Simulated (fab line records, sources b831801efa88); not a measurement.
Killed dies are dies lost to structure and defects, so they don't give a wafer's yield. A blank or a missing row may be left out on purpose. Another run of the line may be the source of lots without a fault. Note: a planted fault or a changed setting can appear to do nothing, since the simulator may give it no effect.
What tool caused it? | flow sky130 | 13 lots, 39 wafers sampled, at 4 steps of a route of 708

== WHAT THE GAUGES READ, wafer by wafer ==
SKY_FIELD_ISO_CD_MEAS_13 targets a cd of 150 nm. Usual: cdNm 149.4 nm, standard deviation 1.6.
lot  | measured    | on       | cdNm (nm)                           | flag
L410 | day 2 03:43 | cdSem-01 | 149.7 148.6 149.1                   | 
L412 | day 2 15:41 | cdSem-01 | 149.5 150.2 149.6                   | 
L413 | day 2 20:19 | cdSem-02 | 148.1 147.9 148.0                   | 
L415 | day 3 08:37 | cdSem-01 | 148.9 149.5 150.9                   | 
L416 | day 3 13:01 | cdSem-02 | 147.7 148.6 148.5                   | 
L417 | day 3 17:43 | cdSem-02 | 149.4 150.3 149.4                   | 
L418 | day 4 00:57 | cdSem-02 | 96.9 112.2 94.4 96.7 112.4 94.5     | OFF
L420 | day 4 08:05 | cdSem-01 | 104.7 135.6 100.6 104.4 135.8 100.8 | OFF
L426 | day 5 16:48 | cdSem-02 | 145.6 146.3 147.1                   | 
L430 | day 6 12:32 | cdSem-01 | 150.0 150.5 150.2                   | 
L431 | day 6 19:40 | cdSem-01 | 148.7 150.0 148.2                   | 
L432 | day 7 00:20 | cdSem-01 | 147.2 148.7 147.4                   | 
L433 | day 7 04:14 | cdSem-01 | 151.6 151.4 152.7                   | 

SKY_VT_ADJUST_PCH_OVL_MEAS_07. Usual: VT_ADJUST_PCH_OVL 0.0 nm, standard deviation 1.2.
lot  | measured     | on         | VT_ADJUST_PCH_OVL (nm) | flag
L410 | day 10 04:41 | overlay-01 | -0.8 0.1 -0.2          | 
L412 | day 11 03:17 | overlay-01 | -1.2 0.0 0.0           | 
L413 | day 11 05:53 | overlay-02 | -2.2 0.1 -1.2          | 
L415 | day 12 00:44 | overlay-01 | 0.5 -1.6 0.6           | 
L416 | day 12 09:23 | overlay-02 | 1.1 0.7 -0.5           | 
L417 | day 12 17:24 | overlay-01 | -0.7 1.7 0.2           | 
L420 | day 13 12:18 | overlay-01 | 2.9                    | 
L426 | day 15 17:45 | overlay-01 | 0.0 0.8 -0.6           | 
L430 | day 16 17:56 | overlay-02 | -1.1 2.8 0.2           | 
L431 | day 17 00:57 | overlay-02 | 0.8 2.0 0.1            | 
L432 | day 17 08:23 | overlay-01 | -0.1 0.1 0.4           | 
L433 | day 18 08:38 | overlay-02 | 0.0 -0.7 -0.2          | 

== WHAT TOOL EACH LOT RAN ON (gives the tool, then ch and the chambers of the sampled wafers, and finally the start) ==
lot  | SKY_FIELD_ISO_EXPOSE_10         | SKY_FIELD_ISO_ETCH_17
L410 | krfScanner-01 ch 0, day 1 20:20 | rieSi-02 ch 0,2,3, day 2 04:00
L412 | krfScanner-01 ch 0, day 2 09:08 | rieSi-02 ch 0,1, day 2 16:00
L413 | krfScanner-02 ch 0, day 2 13:02 | rieSi-02 ch 1,2,3, day 2 20:36
L415 | krfScanner-01 ch 0, day 3 01:20 | rieSi-01 ch 0,3, day 3 08:54
L416 | krfScanner-01 ch 0, day 3 04:55 | rieSi-02 ch 0,3, day 3 13:20
L417 | krfScanner-02 ch 0, day 3 09:33 | rieSi-02 ch 2,3, day 3 18:00
L418 | krfScanner-01 ch 0, day 3 16:58 | rieSi-02 ch 0,2,3, day 4 04:45
L420 | krfScanner-01 ch 0, day 3 23:21 | rieSi-01 ch 0,1,3, day 4 10:47
L426 | krfScanner-02 ch 0, day 5 07:38 | rieSi-02 ch 0,1,2, day 5 17:03
L430 | krfScanner-02 ch 0, day 6 03:01 | rieSi-02 ch 0,2,3, day 6 12:51
L431 | krfScanner-01 ch 0, day 6 10:18 | rieSi-02 ch 0,2,3, day 6 19:57
L432 | krfScanner-02 ch 0, day 6 14:46 | rieSi-01 ch 0,3, day 7 00:39
L433 | krfScanner-02 ch 0, day 6 18:41 | rieSi-01 ch 0,2,3, day 7 04:33
- SKY_FIELD_ISO_EXPOSE_10: exposes mask FOM, target cd 150 nm.
- SKY_FIELD_ISO_ETCH_17: etches Si in HBr/Cl2/O2, target depth 342 nm, time 97.7 s.

== WHAT THE TOOLS THEMSELVES READ (means of the sampled wafers that have a number; where no wafer has one, the mark that the record gives instead) ==
SKY_FIELD_ISO_ETCH_17. Usual: drypumpMotorCurrentA 5.35 A, standard deviation 0.25; mfcCl2Sccm 40.00 sccm, standard deviation 0.12; oesProductAu 1.002 a.u., standard deviation 0.0078; throttleValvePct 25.655 %, standard deviation 0.0094.
lot  | tool     | drypumpMotorCurrentA (A) | mfcCl2Sccm (sccm) | oesProductAu (a.u.) | throttleValvePct (%) | flag
L410 | rieSi-02 | 5.38                     | 39.91             | 0.996               | 25.655               | 
L412 | rieSi-02 | 5.42                     | 39.96             | 1.006               | 25.651               | 
L413 | rieSi-02 | 5.55                     | 39.92             | 0.999               | 25.660               | 
L415 | rieSi-01 | 5.16                     | 39.92             | 1.004               | 25.653               | 
L416 | rieSi-02 | 5.22                     | 40.15             | 1.013               | 25.644               | 
L417 | rieSi-02 | 5.52                     | 39.96             | 0.998               | 25.648               | 
L418 | rieSi-02 | 5.37                     | 40.04             | 1.008               | 25.654               | 
L420 | rieSi-01 | 5.29                     | 39.97             | 1.009               | 25.652               | 
L426 | rieSi-02 | 5.38                     | 39.96             | 1.006               | 25.662               | 
L430 | rieSi-02 | 5.37                     | 40.00             | 1.003               | 25.648               | 
L431 | rieSi-02 | 5.36                     | 40.02             | 1.004               | 25.654               | 
L432 | rieSi-01 | 5.15                     | 40.07             | 0.999               | 25.652               | 
L433 | rieSi-01 | 5.13                     | 40.00             | 1.002               | 25.656               | 

== THE ANSWER, worked out from the rows above alone ==
Rule: a lot counts as off when the mean over its wafers that have a number is more than 3 standard deviations away from the usual mean. A lot without any number at a reading at which 4 lots or more have one is off too. The other lots that the step has rows for count as sound. Order of review: gauges by route order, followed by the tools' own readings, for which a lot's mean as printed above is used. At the first step where some lot is off, the reading lying furthest off is the one used; lots without a number count as furthest.
Off: L418, L420 (SKY_FIELD_ISO_CD_MEAS_13, cdNm).
A tool fits if, at a process step before that reading, it ran every lot that is off, and no sound lot after the first of them. Those tools and the gauges at SKY_FIELD_ISO_CD_MEAS_13 are tried in the same way. None of those tried fits.

== WHAT THE SIMULATOR HAD INSERTED ==
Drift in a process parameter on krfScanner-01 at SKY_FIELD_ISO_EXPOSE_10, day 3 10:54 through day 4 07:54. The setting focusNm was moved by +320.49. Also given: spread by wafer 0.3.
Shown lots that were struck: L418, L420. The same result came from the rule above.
